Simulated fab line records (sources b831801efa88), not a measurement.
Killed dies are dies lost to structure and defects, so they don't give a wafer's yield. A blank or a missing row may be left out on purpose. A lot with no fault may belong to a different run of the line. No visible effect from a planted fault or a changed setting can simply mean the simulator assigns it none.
Which of the tools did it? ; flow gf180mcu ; 36 wafers from 12 lots sampled at 2 of the route's 602 steps

== WHAT THE GAUGES READ, wafer by wafer ==
GF_VT_IMPLANT_RS_MEAS_47: a four-point-probe measurement.
lot;measured;on;NWELL_RS (ohm/sq)
L315;day 7 20:19;filmMetro-04;487.3 486.7 486.4
L316;day 8 03:05;filmMetro-03;486.5 485.9 486.6
L317;day 8 11:20;filmMetro-04;487.9 487.6 487.3
L318;day 8 16:16;filmMetro-03;485.9 487.6 486.5
L321;day 9 14:51;filmMetro-03;487.8 488.9 488.6
L322;day 9 17:39;filmMetro-01;487.2 488.6 487.2
L323;day 10 04:40;filmMetro-01;501.0 498.8 499.6
L324;day 10 09:56;filmMetro-03;496.5 496.8 495.7
L327;day 11 05:40;filmMetro-03;487.1 487.7 486.6
L328;day 11 09:46;filmMetro-03;489.7 490.2 489.9
L332;day 12 15:58;filmMetro-04;488.8 490.5 490.0
L337;day 13 23:18;filmMetro-04;489.1 488.8 490.5

== WHICH TOOL RAN EACH LOT (tool, then ch and the chambers of the sampled wafers, then the start) ==
lot;GF_NWELL_IMPLANT_09
L315;implanter-03 ch 0, day 3 13:02
L316;implanter-03 ch 0, day 3 17:36
L317;implanter-01 ch 0, day 4 00:34
L318;implanter-01 ch 0, day 4 05:23
L321;implanter-02 ch 0, day 4 22:46
L322;implanter-02 ch 0, day 5 01:59
L323;implanter-01 ch 0, day 5 11:13
L324;implanter-01 ch 0, day 5 15:07
L327;implanter-02 ch 0, day 6 07:16
L328;implanter-03 ch 0, day 6 11:25
L332;implanter-02 ch 0, day 7 10:28
L337;implanter-01 ch 0, day 8 13:04
- GF_NWELL_IMPLANT_09

== WHAT THE TOOLS THEMSELVES READ (means of the sampled wafers that have a number; where no wafer has one, the mark that the record gives instead) ==
GF_NWELL_IMPLANT_09.
lot;tool;beamOnS (s);doseIonsCm2;faradayCurrentUA
L315;implanter-03;10.07;4e+12;22.4
L316;implanter-03;9.98;4e+12;22.6
L317;implanter-01;10.29;4e+12;21.9
L318;implanter-01;9.94;4e+12;22.7
L321;implanter-02;9.92;4e+12;22.8
L322;implanter-02;10.16;4e+12;22.2
L323;implanter-01;9.81;3e+12;19.9
L324;implanter-01;10.04;3e+12;19.4
L327;implanter-02;9.96;4e+12;22.7
L328;implanter-03;9.93;4e+12;22.7
L332;implanter-02;9.86;4e+12;22.9
L337;implanter-01;9.97;4e+12;22.6

== THE ANSWER, worked out from the rows above alone ==
Rule: the lots themselves supply what counts as usual. Put in order of their means at a reading, lots are off if they are a third of the lots or fewer, leave a main group of 4 or more, and stand apart from it by a gap of 3 or more times the standard deviation of the main group's means; of several such gaps the widest counts. A main group is skipped when, at the precision printed for the reading in the tables above, its means are all equal. A lot without any number at a reading at which 4 lots or more have one is off too. Any other lot the step has rows for is counted as sound. After the gauges, taken in route order, come the tools' own readings; for these a lot's mean is taken, as printed above. The first step at which some lot is off is used, and at that step the reading that is off furthest; a lot without a number counts as furthest.
Off: at GF_VT_IMPLANT_RS_MEAS_47 (NWELL_RS), L323, L324. For the main group the mean is 488.0 ohm/sq and the standard deviation 1.3.
If a tool, at a process step before that reading, ran all the lots that are off and no sound lot after the first of them, it fits. The gauges at GF_VT_IMPLANT_RS_MEAS_47 aren't tried: what is off there is off at GF_NWELL_IMPLANT_09 too, on other tools, and a gauge's error can't cause that. None of those tried fits.

== WHAT THE SIMULATOR HAD PUT IN ==
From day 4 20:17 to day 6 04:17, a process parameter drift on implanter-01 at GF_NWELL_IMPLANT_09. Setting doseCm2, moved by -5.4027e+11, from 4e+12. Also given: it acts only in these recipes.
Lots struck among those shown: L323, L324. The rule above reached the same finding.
